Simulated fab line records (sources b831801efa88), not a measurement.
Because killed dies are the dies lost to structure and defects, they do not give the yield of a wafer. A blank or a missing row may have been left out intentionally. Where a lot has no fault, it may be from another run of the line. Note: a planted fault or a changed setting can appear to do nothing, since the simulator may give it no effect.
Comparing a struck lot with a sound one | flow sky130 | 15 out of 708 route steps
Sound: these wafers, L494.1, L494.3, L494.6. Wafers L507.2, L507.4, L507.6 were the ones struck. The cause comes at the end.
Order at every step that has rows: each side's tool, ch and its chambers, its first start. Under that, the readings that differ: sound wafers | struck wafers | difference of the means | sigmas: that difference in standard deviations of wafers without a fault.
alike: words and numbers the same on both sides, and readings whose means are apart by under 2 such deviations; not compared: readings that were withheld, readings missing a value for some wafer, numbers with overlapping values and no deviation given by the record, and bounds like >300 which may hide the same value.
A row with sigmas, a row that says differs or no value, or rows on one side alone: a step with any of these is where the two part. Numbers that have no deviation but don't overlap get no sigmas and don't part them. A reading that every wafer of one side lacks parts them only if that side has two wafers or more.

first, 1 step without rows for these wafers: SKY_POLY_GATE_OXIDATION_20 (stabilise 600 s, purge 300 s, target thk 4 nm).
SKY_POLY_GATE_THK_MEAS_21:
  sound: film metro-03 at day 18 03:20; struck: film metro-04 at day 22 10:06
  alike: POLY_GATE_OXIDATION_THK
SKY_POLY_GATE_CD_MEAS_22:
  sound: cd sem-01 at day 18 03:24; struck: cd sem-01 at day 22 10:11
  alike: cd nm
then, 7 steps without rows for these wafers: SKY_LDD_N_DEHYDRATE_00 (time 60 s); SKY_LDD_N_HMDS_01 (prime time 60 s); SKY_LDD_N_COAT_02 (resist thk 300 nm); SKY_LDD_N_SOFTBAKE_03 (time 60 s); SKY_LDD_N_EXPOSE_04 (exposes mask NTM, target cd 840 nm); SKY_LDD_N_PEB_05; SKY_LDD_N_DEVELOP_06 (develop time 60 s).
SKY_LDD_N_OVL_MEAS_07:
  sound: overlay-01 at day 19 10:00; struck: overlay-01 at day 23 16:01
  alike: LDD_N_OVL
next, for these wafers, 1 step has no rows: SKY_LDD_N_IMPLANT_08.
SKY_LDD_N_IMPLANT_09:
  sound on implanter-02 ch 0, day 19 10:11; struck on implanter-03 ch 0, day 23 16:13
  reading            | sound                         | struck                        | difference | sigmas
  dose ions cm2      | 7.506e+13 7.518e+13 7.505e+13 | 6.665e+13 6.672e+13 6.664e+13 | -8.427e+12 | -99 or more
  faraday current uA | 436 429 432                   | 372 360 379                   | -62        | -7
next, for these wafers, 1 step has no rows: SKY_LDD_N_IMPLANT_10.
-- here the record skips 26 days between the struck wafers' starts before and after, leaving off in module LDD_N and picking up in module PAD_OPEN (first step shown: number 708 of the route) --
SKY_PAD_OPEN_PROBE_99:
  rows exist in the record for the struck wafers here (prober-02, day 49 17:06), but not for the sound ones

WHERE THEY PART
First at SKY_LDD_N_IMPLANT_09; last, within this record, at SKY_PAD_OPEN_PROBE_99.

WHY: the cause the simulator had injected
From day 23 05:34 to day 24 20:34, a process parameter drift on implanter-03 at SKY_LDD_N_IMPLANT_09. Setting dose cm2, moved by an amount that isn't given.
